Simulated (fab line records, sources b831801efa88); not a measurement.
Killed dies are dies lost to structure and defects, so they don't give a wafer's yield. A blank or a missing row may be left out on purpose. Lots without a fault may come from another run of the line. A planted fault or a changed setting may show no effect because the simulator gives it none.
Which tool did it? | flow gf180mcu | 13 lots, 39 wafers sampled, at 5 steps of a route of 602

WHAT THE GAUGES READ, wafer by wafer
GF_DUAL_GATE_OVL_MEAS_11. Usual: DUAL_GATE_OVL -0.3 nm, standard deviation 1.5.
lot  | measured     | on         | DUAL_GATE_OVL (nm) | flag
L581 | day 8 02:34  | overlay-02 | -2.3 0.1 -0.7      |
L582 | day 8 09:04  | overlay-02 | -1.4 1.2 -0.6      |
L587 | day 9 20:27  | overlay-02 | -0.8 -2.3 -3.3     |
L590 | day 10 16:34 | overlay-01 | 3.1 1.5 1.0        |
L594 | day 11 19:34 | overlay-02 | -1.9 -2.6 -0.8     |
L597 | day 13 04:22 | overlay-01 | -0.8 0.3 -2.5      |
L596 | day 13 04:34 | overlay-01 | 1.9 -0.1 0.0       |
L598 | day 13 06:04 | overlay-01 | 0.0 -1.3 -2.2      |
L599 | day 13 07:40 | overlay-01 | -0.1 -0.1 -0.8     |
L600 | day 13 15:10 | overlay-01 | -1.9 -2.2 -2.1     |
L602 | day 14 15:13 | overlay-01 | -2.0 -1.9 -1.1     |
L603 | day 15 02:52 | overlay-02 | 0.6 1.7 1.1        |
L604 | day 15 09:09 | overlay-01 | 0.4 -1.3 -0.6      |

GF_POLY_GATE_THK_MEAS_01. Usual: POLY_GATE_CVD_00_THK 200.0 nm, standard deviation 1.8.
lot  | measured     | on            | POLY_GATE_CVD_00_THK (nm) | flag
L581 | day 8 08:50  | film_metro-04 | 202.6 203.2 204.1         |
L582 | day 8 12:52  | film_metro-04 | 195.7 198.1 197.7         |
L587 | day 9 23:55  | film_metro-02 | 200.0 200.5 201.0         |
L590 | day 11 00:02 | film_metro-04 | 198.1 199.7 199.9         |
L594 | day 11 23:49 | film_metro-02 | 199.6 200.5 199.5         |
L597 | day 13 08:58 | film_metro-04 | 201.1 202.1 199.4         |
L596 | day 13 08:59 | film_metro-02 | 195.2 195.8 198.1         |
L598 | day 13 10:32 | film_metro-03 | 198.2 199.5 200.1         |
L599 | day 13 13:04 | film_metro-03 | 201.1 200.9 201.8         |
L600 | day 13 18:20 | film_metro-04 | 200.5 199.6 200.2         |
L602 | day 14 18:33 | film_metro-04 | 201.3 198.6 200.8         |
L603 | day 15 06:02 | film_metro-03 | 198.1 199.2 198.1         |
L604 | day 15 13:45 | film_metro-02 | 202.0 201.5 200.8         |

GF_POLY_GATE_CD_MEAS_10: target cd 280 nm. Usual: cd_nm 280.5 nm, standard deviation 1.3.
lot  | measured     | on        | cd_nm (nm)        | flag
L581 | day 9 02:17  | cd_sem-02 | 281.2 280.5 281.9 |
L582 | day 9 06:07  | cd_sem-02 | 278.9 279.3 280.4 |
L587 | day 10 18:03 | cd_sem-02 | 278.5 273.7 273.4 | OFF
L590 | day 11 19:13 | cd_sem-02 | 281.9 280.6 280.1 |
L594 | day 12 19:06 | cd_sem-01 | 278.0 278.3 278.2 |
L597 | day 14 05:24 | cd_sem-01 | 279.6 278.7 277.8 |
L596 | day 14 05:47 | cd_sem-01 | 280.6 280.5 280.6 |
L598 | day 14 07:13 | cd_sem-01 | 279.8 279.5 279.4 |
L599 | day 14 09:58 | cd_sem-01 | 280.5 279.2 280.6 |
L600 | day 14 14:56 | cd_sem-01 | 279.3 278.9 279.1 |
L602 | day 15 16:30 | cd_sem-01 | 279.7 281.0 280.5 |
L603 | day 16 03:55 | cd_sem-02 | 281.5 282.3 279.7 |
L604 | day 16 12:03 | cd_sem-02 | 280.4 280.8 281.4 |

WHICH TOOL RAN EACH LOT (tool, then ch and the chambers of the sampled wafers, then the start)
lot  | GF_DUAL_GATE_SOFTBAKE_07          | GF_POLY_GATE_EXPOSE_07
L581 | litho_track-02 ch 0, day 7 17:25  | krf_scanner-01 ch 0, day 8 17:44
L582 | litho_track-02 ch 0, day 8 00:56  | krf_scanner-02 ch 0, day 8 22:09
L587 | litho_track-01 ch 0, day 9 11:34  | krf_scanner-02 ch 0, day 10 09:32
L590 | litho_track-01 ch 0, day 10 07:16 | krf_scanner-01 ch 0, day 11 09:53
L594 | litho_track-02 ch 0, day 11 10:34 | krf_scanner-01 ch 0, day 12 09:40
L597 | litho_track-02 ch 0, day 12 18:10 | krf_scanner-01 ch 0, day 13 19:06
L596 | litho_track-01 ch 0, day 12 18:16 | krf_scanner-02 ch 0, day 13 19:23
L598 | litho_track-04 ch 0, day 12 20:05 | krf_scanner-02 ch 0, day 13 21:07
L599 | litho_track-02 ch 0, day 12 21:32 | krf_scanner-02 ch 0, day 13 23:59
L600 | litho_track-04 ch 0, day 13 05:37 | krf_scanner-02 ch 0, day 14 05:04
L602 | litho_track-02 ch 0, day 14 04:55 | krf_scanner-02 ch 0, day 15 05:58
L603 | litho_track-02 ch 0, day 14 16:11 | krf_scanner-02 ch 0, day 15 16:55
L604 | litho_track-02 ch 0, day 14 21:55 | krf_scanner-01 ch 0, day 16 01:13
- GF_DUAL_GATE_SOFTBAKE_07: time 62.9 s.
- GF_POLY_GATE_EXPOSE_07: exposes mask Poly2, target cd 280 nm.

WHAT THE TOOLS THEMSELVES READ (means of the sampled wafers that have a number; where no wafer has one, the mark that the record gives instead)
GF_DUAL_GATE_SOFTBAKE_07. Usual: heater_power_total_W 56.66 W, standard deviation 0.057; plate_sensor_t_centre_C 90.757 C, standard deviation 0.01; plate_sensor_t_edge_C 90.829 C, standard deviation 0.01.
lot  | tool           | heater_power_total_W (W) | plate_sensor_t_centre_C (C) | plate_sensor_t_edge_C (C) | flag
L581 | litho_track-02 | 56.64                    | 90.749                      | 90.829                    |
L582 | litho_track-02 | 56.63                    | 90.767                      | 90.824                    |
L587 | litho_track-01 | 56.68                    | 90.758                      | 90.834                    |
L590 | litho_track-01 | 56.64                    | 90.754                      | 90.818                    |
L594 | litho_track-02 | 56.65                    | 90.755                      | 90.839                    |
L597 | litho_track-02 | 56.61                    | 90.753                      | 90.818                    |
L596 | litho_track-01 | 56.67                    | 90.763                      | 90.831                    |
L598 | litho_track-04 | 56.63                    | 90.757                      | 90.825                    |
L599 | litho_track-02 | 56.68                    | 90.751                      | 90.821                    |
L600 | litho_track-04 | 56.69                    | 90.756                      | 90.833                    |
L602 | litho_track-02 | 56.68                    | 90.762                      | 90.819                    |
L603 | litho_track-02 | 56.67                    | 90.755                      | 90.820                    |
L604 | litho_track-02 | 56.65                    | 90.758                      | 90.828                    |

GF_POLY_GATE_EXPOSE_07. Usual: exposure_dose_mJ_cm2 27.975, standard deviation 0.029; focus_offset_nm -0.1 nm, standard deviation 0.53.
lot  | tool           | exposure_dose_mJ_cm2 | focus_offset_nm (nm) | flag
L581 | krf_scanner-01 | 27.982               | -0.3                 |
L582 | krf_scanner-02 | 27.989               | 0.3                  |
L587 | krf_scanner-02 | 27.718               | -0.5                 | OFF
L590 | krf_scanner-01 | 28.004               | -0.0                 |
L594 | krf_scanner-01 | 27.963               | -0.0                 |
L597 | krf_scanner-01 | 27.968               | -0.3                 |
L596 | krf_scanner-02 | 27.980               | 0.3                  |
L598 | krf_scanner-02 | 28.010               | -0.7                 |
L599 | krf_scanner-02 | 27.965               | -0.3                 |
L600 | krf_scanner-02 | 27.981               | -0.3                 |
L602 | krf_scanner-02 | 27.972               | 0.3                  |
L603 | krf_scanner-02 | 27.943               | -0.5                 |
L604 | krf_scanner-01 | 27.966               | -0.3                 |

THE ANSWER, worked out from the rows above alone
Rule: a lot is off if the mean of its wafers that have a number lies more than 3 standard deviations from the usual mean. A lot without any number at a reading at which 4 lots or more have one is off too. The other lots that the step has rows for count as sound. The gauges are gone through in route order, then the tools' own readings, and for those a lot's mean is taken as printed above. The first step at which some lot is off is used, and at that step the reading that is off furthest; a lot without a number counts as furthest.
Off: L587, at GF_POLY_GATE_CD_MEAS_10 (cd_nm).
A tool fits if, at a process step before that reading, it ran every lot that is off, and no sound lot after the first of them. The gauges at GF_POLY_GATE_CD_MEAS_10 aren't tried: what is off there is off at GF_POLY_GATE_EXPOSE_07 too, on other tools, and a gauge's error can't cause that. None of those tried fits.

WHAT THE SIMULATOR HAD PUT IN
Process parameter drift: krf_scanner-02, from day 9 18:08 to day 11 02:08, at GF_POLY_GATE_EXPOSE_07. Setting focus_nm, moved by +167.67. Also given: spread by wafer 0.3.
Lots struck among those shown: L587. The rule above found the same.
